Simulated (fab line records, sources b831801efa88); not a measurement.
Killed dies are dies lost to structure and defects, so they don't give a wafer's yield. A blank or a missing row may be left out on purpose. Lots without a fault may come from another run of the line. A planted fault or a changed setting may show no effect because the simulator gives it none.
Problem report in the 8D (eight disciplines) form, filled by code | flow sky130 | the parts of the form that need people (team, actions taken, sign-off) are left out

1. THE PROBLEM
CAPM_TIN_RS at SKY_CAPM_RS_MEAS_03 reads a mean of 7.94 ohm/sq on 1 wafer of 1 lot; wafers without a fault read 6.91 ohm/sq with a standard deviation of 0.071. That is +15 standard deviations from the usual mean.
The step: measures by four-point-probe.
First seen on wafer L143.6, day 41 13:32, on film_metro-03. The record holds 27 wafers of 9 lots with a number at this step. Rule for "out", or "out of limits": more than 4 standard deviations from the usual mean. The other wafers with a number count as sound.

2. WHAT IT IS AND WHAT IT IS NOT
question                    | is                | is not
which readings at this step | CAPM_TIN_RS       | -
which lots                  | L143              | L127, L130, L132, L134, L136, L140, L142, L149
which wafers of those lots  | L143.6            | L143.2, L143.3
read on which gauges        | film_metro-03     | film_metro-01, film_metro-04
when                        | from day 41 13:32 | up to then (23 sound wafers); but 3 sound wafers of L149 came after

3. SUSPECTS, AND WHAT RULES EACH OUT
Counting: a tool at a process step up to the reading stays a suspect if it ran every lot that is out. Sound lots after the first of them don't rule it out here, since some wafers of a struck lot are sound.
- the gauge at SKY_CAPM_RS_MEAS_03: ruled out. All the wafers that are out were read on film_metro-03, but those of them that SKY_CAPM_METAL_ETCH_13 has rows for are out there too, on other tools.
- rie_diel-03 at SKY_VIA2_ETCH_15 (etches SiO2 in C4F8/O2/Ar, stops on TiN, target depth 546 nm, time 84 s): kept. It ran the lot that is out, L143 (day 41 11:43); its last sound lot up to then is L130 (day 37 06:37).
- cmp-02 at SKY_VIA2_CMP_24 (polishes, stops on SiO2, t overpolish 20 s, target thk 0 nm): kept. It ran the lot that is out, L143 (day 41 12:52); its last sound lot up to then is L142 (day 41 09:53).
- pvd_sputter-02 at SKY_CAPM_SPUTTER_02 (material TiN, target thk 200 nm, time 166.7 s): kept. It ran the lot that is out, L143 (day 41 13:24); its last sound lot up to then is L136 (day 39 21:20).
- Within rie_diel-03 at SKY_VIA2_ETCH_15: the wafers that are out ran in chamber 0; their sound lot-mates ran in chambers 2, 3.
- Within cmp-02 at SKY_VIA2_CMP_24: the wafers that are out ran in chamber 1; their sound lot-mates ran in chambers 0, 3.
Left after counting: rie_diel-03 at SKY_VIA2_ETCH_15, cmp-02 at SKY_VIA2_CMP_24, pvd_sputter-02 at SKY_CAPM_SPUTTER_02.

4. THE CAUSE (what the simulator had put in)
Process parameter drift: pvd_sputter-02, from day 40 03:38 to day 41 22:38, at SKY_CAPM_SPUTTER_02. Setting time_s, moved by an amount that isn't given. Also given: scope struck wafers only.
Counting left 3 suspects, and this tool is among them.

5. THE CHAIN OF EFFECTS, in route order
Each row: a reading whose mean over the struck wafers that have a number lies more than 3 standard deviations from the usual. Only readings for which the record gives a usual standard deviation are gone through. hours: the time from each lot's start at the first step in this table that gives one to its start at this step, as a median over the lots. sigmas: the change in usual standard deviations.
hours | step                   | reading            | usual       | on struck wafers | change | sigmas
0     | SKY_CAPM_RS_MEAS_03    | CAPM_TIN_RS        | 6.91 ohm/sq | 7.94             | +1.03  | +15
0     | SKY_CAPM_THK_MEAS_04   | CAPM_TIN_THK       | 197.0 nm    | 171.9            | -25.1  | -13
23    | SKY_CAPM_METAL_ETCH_13 | oes_product_au     | 0.942 a.u.  | 0.870            | -0.072 | -11
23    | SKY_CAPM_METAL_ETCH_13 | throttle_valve_pct | 21.901 %    | 21.955           | +0.054 | +5.4
The process steps in it:
- SKY_CAPM_METAL_ETCH_13: etches TiN in Cl2/BCl3, stops on SiO2, target depth 220 nm, time 62.9 s.
Readings that are blank on the struck wafers while sound wafers have them: susceptor_temp_C at SKY_CAPM_SPUTTER_02.

6. WHAT WOULD HAVE CAUGHT IT SOONER
In this record the first reading out of limits at a measuring or inspecting step was taken at day 41 13:32, 34 hours after the fault began at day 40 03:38.
All the lots that are out (1) had begun SKY_CAPM_SPUTTER_02 on pvd_sputter-02 by day 41 13:32. A hold on the tool at that time would have spared none of them.
